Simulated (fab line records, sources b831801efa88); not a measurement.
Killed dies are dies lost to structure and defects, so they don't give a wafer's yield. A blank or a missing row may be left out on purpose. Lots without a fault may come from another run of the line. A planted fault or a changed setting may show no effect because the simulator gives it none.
fab line records | flow sky130
record lots=11 wafers=33 last_day=50
route steps=708 shown METAL1@450 VIA1@470 METAL2@487 VIA2@509 PAD_OPEN@708
lots that met no fault: from a run of the same line without faults
start_h: hours from the record's first day to the start of the lot's first wafer shown | wait_h: hours since the lot's step before | " the same as in the row above | L1.1+2: a row that stands for several wafers | - no value, or no start given | * or withheld: withheld | < > ~ a bound
route shown NAME@n: a module of which the file shows steps, and the number in the route of the first | usual: mean/standard deviation of fault-free wafers | same: alike in all rows | chamber/n: place in a boat | sites: the reading at each site | _std_site: their standard deviation | _edge_site: outer sites' mean less inner sites' | radius_mm: how far each site lies from the wafer's centre | mask NAME#n: copy n | behind: the tool/chamber that last shaped the wafer | hold: why the lot was held/for how many hours/how that ended | device: the transistor (n, p or np) that didn't switch | end of line: the same wafers' tests at the end of the route | a step without rows: its recipe alone | killed: dies lost to structure and defects at the first sort, not the wafer's yield | map: a wafer's dies, x killed, . not, _ none there
set.NAME: the setting as run; set.NAME@STEP: as run at that earlier step | model.NAME: the simulator's own value behind a step, which no gauge read
steps of the route over a sample of lots; a table a step, a row a wafer
services: from which hour (start_h, from the record's first day; less than 0 if before it) a tool's chamber was out of use, for how many hours, and why
## steps
# step SKY_METAL1_OVL_MEAS_16
# usual METAL1_OVL=0/5.5
# columns lot.wafer tool chamber start_h wait_h METAL1_OVL[nm]
L753.2 overlay-02 - 771.17 0.1 7
L753.4 " - " " 14
L753.5 " - " " 10
L754.2 overlay-02 - 772.82 0.1 1
L754.5 " - " " 4
L754.6 " - " " -1
L758.3 overlay-02 - 822.13 0.1 -4
L758.4 " - " " 4
L758.5 " - " " -2
L759.1 overlay-01 - 824.58 0.1 0
L759.2 " - " " 4
L759.5 " - " " -1
L760.2 overlay-01 - 826.07 0.1 9
L760.3 " - " " 20
L760.6 " - " " 5
L762.1 overlay-01 - 844.52 0.1 5
L762.3 " - " " 5
L762.4 " - " " 11
L768.1 overlay-01 - 880.88 0.1 8
L768.2 " - " " 6
L768.5 " - " " 2
L770.1 overlay-01 - 890.87 0.1 -2
L770.4 " - " " 5
L770.5 " - " " -2
L773.2 overlay-02 - 917.07 0.1 -1
L773.5 " - " " 3
L773.6 " - " " -3
L775.3 overlay-01 - 931.18 0.1 -4
L775.4 " - " " -5
L775.5 " - " " 1
L776.1 overlay-02 - 938.23 0.1 0
L776.3 " - " " -7
L776.4 " - " " -2
# step SKY_VIA1_CD_MEAS_12
# recipe target_cd_nm=150
# usual cd_nm=149.8/1.6
# columns lot.wafer tool chamber start_h wait_h cd_nm
L753.2 cd_sem-01 - 799.20 - 149.6
L753.4 " - " " 149.5
L753.5 " - " " 149.9
L754.2 cd_sem-01 - 801.42 - 151.4
L754.5 " - " " 149.6
L754.6 " - " " 149.8
L758.3 cd_sem-02 - 849.39 - 148.9
L758.4 " - " " 148.7
L758.5 " - " " 148.6
L759.1 cd_sem-02 - 852.67 - 152.9
L759.2 " - " " 150.4
L759.5 " - " " 152.8
L760.2 cd_sem-02 - 853.92 - 150.4
L760.3 " - " " 150.6
L760.6 " - " " 151.5
L762.1 cd_sem-02 - 871.73 - 147.8
L762.3 " - " " 149.1
L762.4 " - " " 149.2
L768.1 cd_sem-01 - 908.65 - 151.7
L768.2 " - " " 150.3
L768.5 " - " " 150.7
L770.1 cd_sem-01 - 918.15 - 149.7
L770.4 " - " " 150.9
L770.5 " - " " 151.1
L773.2 cd_sem-02 - 943.12 - 149.4
L773.5 " - " " 149.8
L773.6 " - " " 149.0
L775.3 cd_sem-02 - 956.84 - 151.9
L775.4 " - " " 151.9
L775.5 " - " " 150.3
L776.1 cd_sem-02 - 964.00 - 151.2
L776.3 " - " " 150.5
L776.4 " - " " 152.8
# step SKY_METAL2_SPUTTER_04
# recipe material=TiN target_thk_nm=70 power_w=6500 time_s=58.3 chamber_pressure_pa=0.4
# usual throttle_valve_pct=29.5/0.91
# columns lot.wafer tool chamber start_h wait_h throttle_valve_pct
L753.2 pvd_sputter-01 - 800.74 0.0 29.2
L753.4 " - " " 30.6
L753.5 " - " " 29.3
L754.2 pvd_sputter-02 - 802.96 0.0 29.2
L754.5 " - " " 30.0
L754.6 " - " " 30.1
L758.3 pvd_sputter-03 - 850.94 0.0 29.1
L758.4 " - " " 29.0
L758.5 " - " " 29.2
L759.1 pvd_sputter-01 - 854.67 0.0 29.2
L759.2 " - " " 29.7
L759.5 " - " " 29.4
L760.2 pvd_sputter-02 - 855.80 0.0 29.8
L760.3 " - " " 29.4
L760.6 " - " " 28.6
L762.1 pvd_sputter-01 - 873.30 0.0 30.7
L762.3 " - " " 28.9
L762.4 " - " " 31.3
L768.1 pvd_sputter-01 - 910.25 0.0 29.4
L768.2 " - " " 31.4
L768.5 " - " " 29.5
L770.1 pvd_sputter-01 - 919.87 0.0 29.4
L770.4 " - " " 29.4
L770.5 " - " " 29.4
L773.2 pvd_sputter-02 - 944.75 0.0 30.0
L773.5 " - " " 29.7
L773.6 " - " " 29.3
L775.3 pvd_sputter-03 - 958.39 0.0 30.4
L775.4 " - " " 29.1
L775.5 " - " " 28.3
L776.1 pvd_sputter-03 - 965.90 0.0 28.4
L776.3 " - " " 30.5
L776.4 " - " " 29.4
# step SKY_METAL2_THK_MEAS_06
# recipe thk_meas_gauge=xrf reads=AlCu_of_METAL2_SPUTTER_02
# usual METAL2_ALCU_THK=247/4
# columns lot.wafer tool chamber start_h wait_h METAL2_ALCU_THK[nm]
L753.2 film_metro-03 - 800.92 0.1 242
L753.4 " - " " 243
L753.5 " - " " 248
L754.2 film_metro-02 - 803.14 0.1 253
L754.5 " - " " 252
L754.6 " - " " 252
L758.3 film_metro-02 - 851.13 0.1 249
L758.4 " - " " 248
L758.5 " - " " 247
L759.1 film_metro-01 - 854.83 0.1 242
L759.2 " - " " 251
L759.5 " - " " 244
L760.2 film_metro-01 - 855.98 0.1 247
L760.3 " - " " 245
L760.6 " - " " 243
L762.1 film_metro-03 - 873.47 0.1 241
L762.3 " - " " 244
L762.4 " - " " 238
L768.1 film_metro-02 - 910.43 0.1 267
L768.2 " - " " 242
L768.5 " - " " 274
L770.1 film_metro-02 - 920.04 0.1 273
L770.4 " - " " 247
L770.5 " - " " 275
L773.2 film_metro-03 - 944.92 0.1 242
L773.5 " - " " 242
L773.6 " - " " 251
L775.3 film_metro-01 - 958.58 0.1 247
L775.4 " - " " 247
L775.5 " - " " 245
L776.1 film_metro-01 - 966.07 0.1 243
L776.3 " - " " 250
L776.4 " - " " 250
# step SKY_METAL2_METAL_ETCH_19
# recipe target_depth_a=3600 stop_on=SiO2 over_etch_frac=0.3 time_s=78 chemistry=Cl2/BCl3 resist_sidewall_deg=88 pressure_mtorr=10 icp_w=900 bias_w=48.5 Cl2_flow_sccm=60 bcl3_flow_sccm=30
# usual drypump_motor_current_A=5.74/0.2 oes_product_au=0.853/0.0063 throttle_valve_pct=22.265/0.0091
# columns lot.wafer tool chamber start_h wait_h drypump_motor_current_A oes_product_au rf_hours_counter_h throttle_valve_pct
L753.2 rie_metal-02 1 827.35 0.0 5.55 0.848 12 22.271
L753.4 " 0 " " 5.97 0.859 - 22.262
L753.5 " 0 " " 5.97 0.852 - 22.272
L754.2 rie_metal-01 1 830.17 0.1 5.49 0.861 - 22.257
L754.5 " 1 " " 5.48 0.855 - 22.268
L754.6 " 1 " " 5.49 0.861 - 22.255
L758.3 rie_metal-02 0 876.98 0.1 5.98 0.859 - 22.268
L758.4 " 1 " " 5.54 0.853 - 22.279
L758.5 " 1 " " 5.56 0.853 - 22.273
L759.1 rie_metal-02 0 880.15 0.0 5.97 0.841 12 22.264
L759.2 " 1 " " 5.59 0.854 14 22.275
L759.5 " 0 " " 5.97 0.853 - 22.264
L760.2 rie_metal-02 1 881.70 0.0 5.57 0.855 14 22.290
L760.3 " 1 " " 5.60 0.857 - 22.262
L760.6 " 1 " " 5.58 0.852 - 22.287
L762.1 rie_metal-02 1 899.80 0.0 5.57 0.841 16 22.256
L762.3 " 0 " " 5.99 0.850 - 22.274
L762.4 " 1 " " 5.55 0.846 - 22.274
L768.1 rie_metal-01 1 935.88 0.1 5.46 0.821 18 22.263
L768.2 " 0 " " 6.02 0.855 0 22.261
L768.5 " 1 " " 5.49 0.828 - 22.275
L770.1 rie_metal-02 1 945.13 0.0 5.57 0.823 19 22.263
L770.4 " 0 " " 5.98 0.847 - 22.257
L770.5 " 1 " " 5.56 0.825 - 22.244
L773.2 rie_metal-04 0 968.85 0.0 5.70 0.851 4 22.268
L773.5 " 0 " " 5.71 0.851 - 22.264
L773.6 " 1 " " 5.86 0.849 - 22.259
L775.3 rie_metal-01 0 983.35 0.1 5.97 0.850 - 22.257
L775.4 " 0 " " 6.00 0.856 - 22.278
L775.5 " 0 " " 6.00 0.855 - 22.267
L776.1 rie_metal-04 1 990.90 0.0 5.84 0.852 12 22.254
L776.3 " 1 " " 5.85 0.855 - 22.299
L776.4 " 0 " " 5.72 0.849 - 22.254
# step SKY_VIA2_CMP_02
# recipe material=SiO2 down_force_psi=4 platen_rpm=60 pad_velocity_m_s=0.94248
# usual edge_zone_pressure_frac=1.001/0.0041 motor_current_A=12.3/1.2
# columns lot.wafer tool chamber start_h wait_h edge_zone_pressure_frac motor_current_A
L753.4 cmp-01 2 828.22 0.0 1.005 13.4
L753.2 " 3 " " 1.009 14.4
L753.5 " 3 " " 1.000 14.2
L754.2 cmp-02 3 831.29 0.2 1.002 11.5
L754.5 " 1 " " 1.004 12.8
L754.6 " 2 " " 0.996 12.6
L758.4 cmp-01 1 877.90 0.1 1.005 12.0
L758.3 " 2 " " 1.007 13.5
L758.5 " 0 " " 1.007 11.3
L759.1 cmp-01 1 881.04 0.1 0.999 12.0
L759.2 " 3 " " 0.998 14.1
L759.5 " 1 " " 1.001 12.7
L760.2 cmp-01 3 882.61 0.0 0.998 14.4
L760.3 " 1 " " 1.005 12.2
L760.6 " 3 " " 1.002 14.1
L762.3 cmp-01 3 900.67 0.0 1.001 13.7
L762.4 " 0 " " 1.003 11.0
L762.1 " 1 " " 0.999 12.0
L768.1 cmp-02 2 937.15 0.4 1.007 13.6
L768.2 " 0 " " 1.005 10.4
L768.5 " 2 " " 1.007 13.9
L770.1 cmp-02 2 946.19 0.1 0.998 13.1
L770.4 " 3 " " 1.000 11.7
L770.5 " 1 " " 1.000 12.8
L773.2 cmp-01 2 969.78 0.0 1.000 11.9
L773.6 " 2 " " 1.002 12.7
L773.5 " 3 " " 0.999 14.3
L775.4 cmp-01 3 984.32 0.0 0.999 14.6
L775.3 " 0 " " 1.008 10.6
L775.5 " 3 " " 0.999 14.5
L776.1 cmp-01 3 991.77 0.1 1.002 13.9
L776.3 " 0 " " 1.006 11.3
L776.4 " 2 " " 1.002 13.0
# step SKY_PAD_OPEN_PROBE_99
# usual defect_limited_yield=82.7/2 killed_at_M0_to_M3=42/6.7 killed_at_M4_up=3.3/2.1 killed_at_contacts=24/5.1 killed_at_front_end=15/4.6 killed_at_other=0.3/0.58 killed_dies=85/9.9 killed_open=46/6.9 killed_short=38/7 sort_bin_3_pad_short=0.9/0.43 sort_bin_5_function=10.1/1.4 sort_bin_6_memory=6.4/1.2 sort_n_pass=407/9.9 sort_yield_pct=82.7/2
# same gross_dies=492 killed_at_back_side=0 sort_bin_4_leakage[%]=0 sort_bin_8_speed[%]=0
# columns lot.wafer tool chamber start_h wait_h defect_limited_yield[%] killed_at_M0_to_M3 killed_at_M4_up killed_at_contacts killed_at_front_end killed_at_other killed_dies killed_open killed_short sort_bin_3_pad_short[%] sort_bin_5_function[%] sort_bin_6_memory[%] sort_n_pass sort_yield_pct[%]
L753.2 prober-01 - 1085.20 0.1 84.6 42 1 22 11 0 76 46 30 0.2 10.2 5.1 416 84.6
L753.4 prober-01 - 1085.30 0.2 82.5 49 3 22 12 0 86 47 39 0.6 10.6 6.3 406 82.5
L753.5 prober-01 - 1085.35 0.2 82.3 53 3 21 10 0 87 46 41 1.2 10.2 6.3 405 82.3
L754.2 prober-02 - 1086.17 0.1 88.6 26 2 20 8 0 56 35 21 0.6 7.9 2.8 436 88.6
L754.5 prober-02 - 1086.32 0.2 84.6 40 2 24 9 1 76 39 37 0.8 9.3 5.3 416 84.6
L754.6 prober-02 - 1086.37 0.2 83.7 33 4 28 15 0 80 43 37 0.8 11.2 4.3 412 83.7
L758.3 prober-02 - 1120.21 0.2 82.9 44 4 26 10 0 84 50 33 0.8 9.3 6.9 408 82.9
L758.4 prober-02 - 1120.26 0.2 81.5 52 5 17 17 0 91 46 45 1.4 9.8 7.3 401 81.5
L758.5 prober-02 - 1120.31 0.2 82.3 50 2 21 13 1 87 35 50 1.2 10.4 6.1 405 82.3
L759.1 prober-01 - 1125.85 0.1 81.1 37 5 30 21 0 93 56 37 0.8 11.2 6.9 399 81.1
L759.2 prober-01 - 1125.90 0.1 80.9 49 0 28 17 0 94 50 42 1.2 10.6 7.3 398 80.9
L759.5 prober-01 - 1126.05 0.2 80.7 47 8 19 21 0 95 47 47 1.6 11.8 5.9 397 80.7
L760.2 prober-02 - 1128.37 0.1 82.1 44 4 23 17 0 88 44 44 0.8 10.2 6.9 404 82.1
L760.3 prober-02 - 1128.42 0.2 81.5 39 2 29 21 0 91 50 41 0.8 10.4 7.3 401 81.5
L760.6 prober-02 - 1128.57 0.2 83.5 35 1 26 19 0 81 43 37 0.8 9.1 6.5 411 83.5
L762.1 prober-02 - 1140.60 0.1 83.9 38 2 20 19 0 79 45 34 1.2 7.9 6.9 413 83.9
L762.3 prober-02 - 1140.70 0.2 80.9 43 6 26 19 0 94 50 44 2.4 10.0 6.7 398 80.9
L762.4 prober-02 - 1140.75 0.2 83.3 44 6 25 6 1 82 49 33 0.6 10.0 6.1 410 83.3
L768.1 prober-02 - 1166.97 0.1 84.1 44 1 24 9 0 78 44 32 0 10.4 5.5 414 84.1
L768.2 prober-02 - 1167.02 0.1 86.2 35 4 18 10 1 68 44 20 0.4 8.7 4.7 424 86.2
L768.5 prober-02 - 1167.17 0.2 86.4 39 2 15 10 1 67 36 30 0.6 7.3 5.7 425 86.4
L770.1 prober-02 - 1175.35 0.1 82.1 43 6 21 16 2 88 41 46 1.2 11.2 5.5 404 82.1
L770.4 prober-02 - 1175.50 0.2 81.9 51 3 19 15 1 89 47 40 1.4 11.4 5.3 403 81.9
L770.5 prober-02 - 1175.55 0.2 80.1 47 8 30 13 0 98 54 43 0.8 12.0 7.1 394 80.1
L773.2 prober-02 - 1189.80 0.1 80.7 48 2 30 15 0 95 48 47 1.4 10.4 7.5 397 80.7
L773.5 prober-02 - 1189.95 0.2 83.5 40 0 30 10 1 81 45 36 1.2 8.7 6.5 411 83.5
L773.6 prober-02 - 1190.00 0.2 84.6 37 3 21 15 0 76 46 30 0.4 10.0 5.1 416 84.6
L775.3 prober-01 - 1201.07 0.2 84.8 36 5 18 16 0 75 40 35 0.8 8.3 6.1 417 84.8
L775.4 prober-01 - 1201.12 0.2 82.5 45 2 24 14 1 86 39 47 1.0 10.0 6.5 406 82.5
L775.5 prober-01 - 1201.17 0.2 85.6 34 3 14 20 0 71 44 26 0.6 8.7 5.1 421 85.6
L776.1 prober-02 - 1202.81 0.1 81.9 53 3 13 20 0 89 45 44 1.4 10.6 6.1 403 81.9
L776.3 prober-02 - 1202.91 0.2 85.8 33 4 20 13 0 70 38 32 0.4 8.7 5.1 422 85.8
L776.4 prober-02 - 1202.96 0.2 86.8 38 2 13 11 1 65 40 25 0.6 8.1 4.5 427 86.8
# killed by level:class
L753.2 VIA1:geometric_particle:open=16 CONTACT:geometric_particle:open=7 VIA2:geometric_particle:open=7 LI_CONTACT:geometric_particle:open=5 METAL1:geometric_particle:short=5 FIELD_ISO:geometric_particle:open=4 LI_CONTACT:geometric_particle:short=4 CONTACT:geometric_particle:short=4
L753.4 VIA1:geometric_particle:open=11 VIA2:geometric_particle:open=10 CONTACT:geometric_particle:open=8 METAL2:geometric_particle:short=7 LI_CONTACT:geometric_particle:open=4 LOCAL_INTERCONNECT:geometric_particle:short=4 CONTACT:geometric_particle:short=4 METAL1:geometric_particle:short=4
L753.5 VIA1:geometric_particle:open=13 LI_CONTACT:geometric_particle:open=7 METAL2:geometric_particle:short=7 VIA3:geometric_particle:open=7 VIA2:geometric_particle:open=6 VIA1:geometric_particle:short=5 CONTACT:geometric_particle:open=5 CONTACT:geometric_particle:short=5
L754.2 CONTACT:geometric_particle:open=7 LI_CONTACT:geometric_particle:open=6 VIA2:geometric_particle:open=6 VIA1:geometric_particle:open=6 VIA3:geometric_particle:open=5 FIELD_ISO:geometric_particle:open=4 LOCAL_INTERCONNECT:geometric_particle:short=4 METAL1:geometric_particle:short=4
L754.5 VIA3:geometric_particle:open=12 CONTACT:geometric_particle:open=7 CONTACT:geometric_particle:short=6 VIA1:geometric_particle:open=6 LI_CONTACT:geometric_particle:open=5 METAL1:geometric_particle:short=5 VIA1:geometric_particle:short=5 METAL2:geometric_particle:short=5
L754.6 CONTACT:geometric_particle:open=13 VIA1:geometric_particle:open=7 VIA1:geometric_particle:short=6 FIELD_ISO:geometric_particle:open=5 METAL2:geometric_particle:short=5 POLY_GATE:geometric_particle:short=5 CONTACT:geometric_particle:short=5 VIA3:geometric_particle:open=5
L758.3 CONTACT:geometric_particle:open=16 VIA1:geometric_particle:open=14 LI_CONTACT:geometric_particle:open=6 VIA1:geometric_particle:short=6 METAL2:geometric_particle:short=5 VIA3:geometric_particle:open=5 METAL1:geometric_particle:short=4 VIA3:geometric_particle:short=4
L758.4 VIA3:geometric_particle:open=12 VIA1:geometric_particle:open=11 METAL1:geometric_particle:short=8 VIA1:geometric_particle:short=7 POLY_GATE:geometric_particle:short=5 CONTACT:geometric_particle:open=5 VIA2:geometric_particle:open=5 FIELD_ISO:geometric_particle:short=4
L758.5 METAL1:geometric_particle:short=9 METAL2:geometric_particle:short=9 VIA2:geometric_particle:open=8 VIA1:geometric_particle:open=6 CONTACT:geometric_particle:open=5 VIA3:geometric_particle:short=5 LI_CONTACT:geometric_particle:open=4 LOCAL_INTERCONNECT:geometric_particle:short=4
L759.1 CONTACT:geometric_particle:open=12 VIA1:geometric_particle:open=11 FIELD_ISO:geometric_particle:open=9 LI_CONTACT:geometric_particle:open=8 POLY_GATE:geometric_particle:short=6 METAL2:geometric_particle:short=6 VIA3:geometric_particle:open=6 VIA2:geometric_particle:open=5
L759.2 CONTACT:geometric_particle:open=11 VIA2:geometric_particle:open=11 FIELD_ISO:geometric_particle:open=7 VIA1:geometric_particle:open=7 VIA1:geometric_particle:short=7 VIA3:geometric_particle:open=6 LOCAL_INTERCONNECT:geometric_particle:short=5 POLY_GATE:geometric_particle:short=4
L759.5 VIA3:geometric_particle:open=9 VIA1:geometric_particle:open=8 POLY_GATE:geometric_particle:open=8 METAL1:geometric_particle:short=7 FIELD_ISO:geometric_particle:open=6 FIELD_ISO:geometric_particle:short=5 METAL4:geometric_particle:short=5 LOCAL_INTERCONNECT:geometric_particle:short=5
L760.2 VIA1:geometric_particle:open=11 CONTACT:geometric_particle:open=8 FIELD_ISO:geometric_particle:short=7 METAL1:geometric_particle:short=7 FIELD_ISO:geometric_particle:open=6 VIA2:geometric_particle:open=6 CONTACT:geometric_particle:short=5 METAL3:geometric_particle:short=5
L760.3 VIA1:geometric_particle:open=11 LI_CONTACT:geometric_particle:open=9 FIELD_ISO:geometric_particle:open=7 CONTACT:geometric_particle:open=7 VIA1:geometric_particle:short=6 CONTACT:geometric_particle:short=6 VIA2:geometric_particle:open=6 METAL1:geometric_particle:short=5
L760.6 VIA1:geometric_particle:open=11 LI_CONTACT:geometric_particle:open=7 CONTACT:geometric_particle:open=6 FIELD_ISO:geometric_particle:open=5 LOCAL_INTERCONNECT:geometric_particle:short=5 METAL1:geometric_particle:short=5 FIELD_ISO:geometric_particle:short=4 POLY_GATE:geometric_particle:open=3
L762.1 VIA1:geometric_particle:open=9 CONTACT:geometric_particle:open=8 POLY_GATE:geometric_particle:short=6 POLY_GATE:geometric_particle:open=6 VIA2:geometric_particle:open=6 LI_CONTACT:geometric_particle:open=6 METAL2:geometric_particle:short=6 VIA3:geometric_particle:open=6
L762.3 VIA1:geometric_particle:open=14 CONTACT:geometric_particle:open=11 FIELD_ISO:geometric_particle:short=7 CONTACT:geometric_particle:short=6 POLY_GATE:geometric_particle:short=6 METAL1:geometric_particle:short=5 LI_CONTACT:geometric_particle:open=4 VIA1:geometric_particle:short=4
L762.4 VIA1:geometric_particle:open=11 LI_CONTACT:geometric_particle:open=10 CONTACT:geometric_particle:open=9 VIA3:geometric_particle:open=8 METAL2:geometric_particle:short=5 VIA3:geometric_particle:short=5 POLY_GATE:geometric_particle:short=3 METAL4:geometric_particle:short=3
L768.1 VIA1:geometric_particle:open=10 LI_CONTACT:geometric_particle:open=9 CONTACT:geometric_particle:open=7 VIA3:geometric_particle:open=6 METAL1:geometric_particle:short=5 METAL2:geometric_particle:short=5 VIA2:geometric_particle:open=5 LOCAL_INTERCONNECT:geometric_particle:short=3
L768.2 LI_CONTACT:geometric_particle:open=9 VIA3:geometric_particle:open=8 VIA1:geometric_particle:open=7 VIA2:geometric_particle:open=6 FIELD_ISO:geometric_particle:open=4 CONTACT:geometric_particle:open=4 LOCAL_INTERCONNECT:geometric_particle:short=3 METAL1:geometric_particle:short=3
L768.5 LI_CONTACT:geometric_particle:open=9 METAL2:geometric_particle:short=9 VIA1:geometric_particle:open=6 VIA1:geometric_particle:short=6 VIA2:geometric_particle:open=5 POLY_GATE:geometric_particle:open=4 VIA3:geometric_particle:open=4 CONTACT:geometric_particle:open=3
L770.1 VIA1:geometric_particle:open=10 LI_CONTACT:geometric_particle:open=8 METAL2:geometric_particle:short=6 METAL1:geometric_particle:short=6 VIA3:geometric_particle:short=5 VIA3:geometric_particle:open=5 FIELD_ISO:geometric_particle:open=4 LOCAL_INTERCONNECT:geometric_particle:short=4
L770.4 VIA1:geometric_particle:open=13 CONTACT:geometric_particle:open=8 VIA3:geometric_particle:open=8 FIELD_ISO:geometric_particle:short=7 METAL1:geometric_particle:short=6 VIA2:geometric_particle:open=5 METAL3:geometric_particle:short=5 FIELD_ISO:geometric_particle:open=4
L770.5 VIA1:geometric_particle:open=15 CONTACT:geometric_particle:open=12 LI_CONTACT:geometric_particle:open=8 METAL2:geometric_particle:short=7 CONTACT:geometric_particle:short=6 METAL4:geometric_particle:short=6 VIA2:geometric_particle:open=5 POLY_GATE:geometric_particle:open=4
L773.2 VIA1:geometric_particle:open=12 CONTACT:geometric_particle:open=10 LI_CONTACT:geometric_particle:open=9 METAL2:geometric_particle:short=8 LOCAL_INTERCONNECT:geometric_particle:short=7 METAL1:geometric_particle:short=6 VIA1:geometric_particle:short=6 VIA3:geometric_particle:open=5
L773.5 VIA1:geometric_particle:open=13 CONTACT:geometric_particle:open=10 CONTACT:geometric_particle:short=10 VIA2:geometric_particle:open=7 LI_CONTACT:geometric_particle:open=6 METAL2:geometric_particle:short=5 METAL1:geometric_particle:short=3 METAL3:geometric_particle:short=3
L773.6 CONTACT:geometric_particle:open=10 VIA2:geometric_particle:open=9 VIA1:geometric_particle:open=7 FIELD_ISO:geometric_particle:open=5 CONTACT:geometric_particle:short=5 VIA1:geometric_particle:short=5 FIELD_ISO:geometric_particle:short=4 VIA2:geometric_particle:short=4
L775.3 METAL1:geometric_particle:short=8 LI_CONTACT:geometric_particle:open=7 VIA2:geometric_particle:open=7 VIA1:geometric_particle:open=6 FIELD_ISO:geometric_particle:open=5 LOCAL_INTERCONNECT:geometric_particle:short=4 METAL2:geometric_particle:short=4 POLY_GATE:geometric_particle:open=3
L775.4 VIA1:geometric_particle:open=10 VIA3:geometric_particle:open=8 CONTACT:geometric_particle:open=6 METAL1:geometric_particle:short=6 METAL2:geometric_particle:short=6 POLY_GATE:geometric_particle:short=5 LOCAL_INTERCONNECT:geometric_particle:short=5 POLY_GATE:geometric_particle:open=4
L775.5 VIA1:geometric_particle:open=9 POLY_GATE:geometric_particle:open=7 LI_CONTACT:geometric_particle:open=7 METAL1:geometric_particle:short=7 METAL2:geometric_particle:short=6 CONTACT:geometric_particle:open=5 FIELD_ISO:geometric_particle:open=4 POLY_GATE:geometric_particle:short=3
L776.1 VIA1:geometric_particle:open=12 VIA2:geometric_particle:open=10 METAL3:geometric_particle:short=6 METAL2:geometric_particle:short=6 FIELD_ISO:geometric_particle:short=5 VIA1:geometric_particle:short=5 POLY_GATE:geometric_particle:open=4 SPACER:geometric_particle:short=4
L776.3 VIA1:geometric_particle:open=10 LI_CONTACT:geometric_particle:open=9 VIA1:geometric_particle:short=6 METAL1:geometric_particle:short=5 VIA3:geometric_particle:open=5 POLY_GATE:geometric_particle:short=4 LOCAL_INTERCONNECT:geometric_particle:short=4 VIA2:geometric_particle:open=4
L776.4 VIA1:geometric_particle:open=8 FIELD_ISO:geometric_particle:open=7 LI_CONTACT:geometric_particle:open=7 METAL3:geometric_particle:short=6 METAL2:geometric_particle:short=5 VIA2:geometric_particle:open=5 VIA3:geometric_particle:open=4 CONTACT:geometric_particle:open=3
## services
# columns tool chamber start_h hours kind
cmp-01 - 777.44 1.5 repair
cmp-02 - 779.01 5.3 pm
cmp-01 - 785.11 4.8 pm
cmp-02 - 800.21 2.0 repair
cmp-01 - 802.56 2.7 repair
rie_metal-01 0 808.99 48.4 repair
pvd_sputter-03 - 817.99 0.8 repair
cmp-02 - 829.25 1.9 repair
pvd_sputter-01 - 848.94 5.2 repair
rie_metal-01 1 863.65 7.3 repair
pvd_sputter-03 - 878.04 2.4 repair
rie_metal-01 - 882.57 28.1 pm
rie_metal-02 0 907.79 10.5 repair
cmp-02 - 912.19 4.0 pm
cmp-01 - 916.53 4.3 repair
rie_metal-04 0 932.06 16.6 repair
cmp-02 - 934.79 0.2 repair
cmp-02 - 950.44 1.7 repair
cmp-01 - 956.73 0.9 repair
rie_metal-01 - 967.61 2.8 pm
rie_metal-01 0 970.98 10.6 repair
cmp-01 - 975.58 2.5 repair
pvd_sputter-01 - 981.03 1.2 repair
cmp-02 - 982.65 5.8 pm
## key
first_sign step=SKY_METAL2_THK_MEAS_06 reading=METAL2_ALCU_THK direction=up sigmas=6.4 usual=247 struck=272
effect step=SKY_METAL2_METAL_ETCH_19 reading=oes_product_au direction=down sigmas=4.5 usual=0.853 struck=0.824
met_at SKY_METAL2_SPUTTER_04
struck_lots L768,L770
struck_wafers L768.1,L768.5,L770.1,L770.5
not_acting_at SKY_METAL1_OVL_MEAS_16,SKY_VIA1_CD_MEAS_12,SKY_VIA2_CMP_02
onset_between 873.30 910.25
fault kind=process_parameter_drift tool=pvd_sputter-01 chamber=- onset_h=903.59 steps=SKY_METAL2_SPUTTER_04 channel=target_thk_nm offset=-43.594 shape=step end_h=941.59 scope=struck_wafers_only acts_in=these_recipes_only stated=70
